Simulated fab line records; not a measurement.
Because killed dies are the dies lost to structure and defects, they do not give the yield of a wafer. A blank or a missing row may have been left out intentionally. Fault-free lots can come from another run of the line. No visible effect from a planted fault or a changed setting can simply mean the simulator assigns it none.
Matching of chambers | flow gf180mcu | GF_V2_ETCH_16 on rie diel-04: 4 sister chambers
The step etches BARC in N2/H2. 4 wafers are shown with their chamber, then 10 later ones without.

== EACH WAFER AND ITS CHAMBER ==
wafer  | chamber | drypump motor current A (A)
L089.2 | 3       | 6.5
L089.4 | 1       | 5.7
L090.3 | 0       | 5.4
L090.4 | 2       | 5.9

== WAFERS WITH NO CHAMBER GIVEN ==
wafer  | drypump motor current A (A)
L090.5 | 6.6
L091.1 | 6.6
L091.2 | 5.4
L091.4 | 5.7
L096.3 | 5.4
L096.4 | 5.7
L096.6 | 5.8
L097.1 | 5.4
L097.3 | 5.7
L097.4 | 6.0

== WHICH CHAMBER EACH WENT THROUGH ==
wafer  | from the rows above     | in truth
L090.5 | 3                       | 3
L091.1 | 3                       | 3
L091.2 | 0                       | 0
L091.4 | 1                       | 1
L096.3 | 0                       | 0
L096.4 | 1                       | 1
L096.6 | can't be placed: 1 or 2 | 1
L097.1 | 0                       | 0
L097.3 | 1                       | 1
L097.4 | 2                       | 2
9 of 10 placed correctly. Can't be placed from these rows: 1 (the true chamber is among the candidates in 1). Placed wrongly: 0.
How it was worked out, from the rows above alone: a wafer's distance from a chamber is the root of the sum, over the readings, of the square of ((its reading less the chamber's mean) divided by the reading's scatter). The wafer belongs to the nearest chamber; if the next one is less than 2 further off, it can't be placed. Each chamber's mean is taken over the wafers shown for it. The scatter (one wafer shown for each chamber): square how far every hidden wafer sits from the nearest shown wafer, average those squares and take the square root.
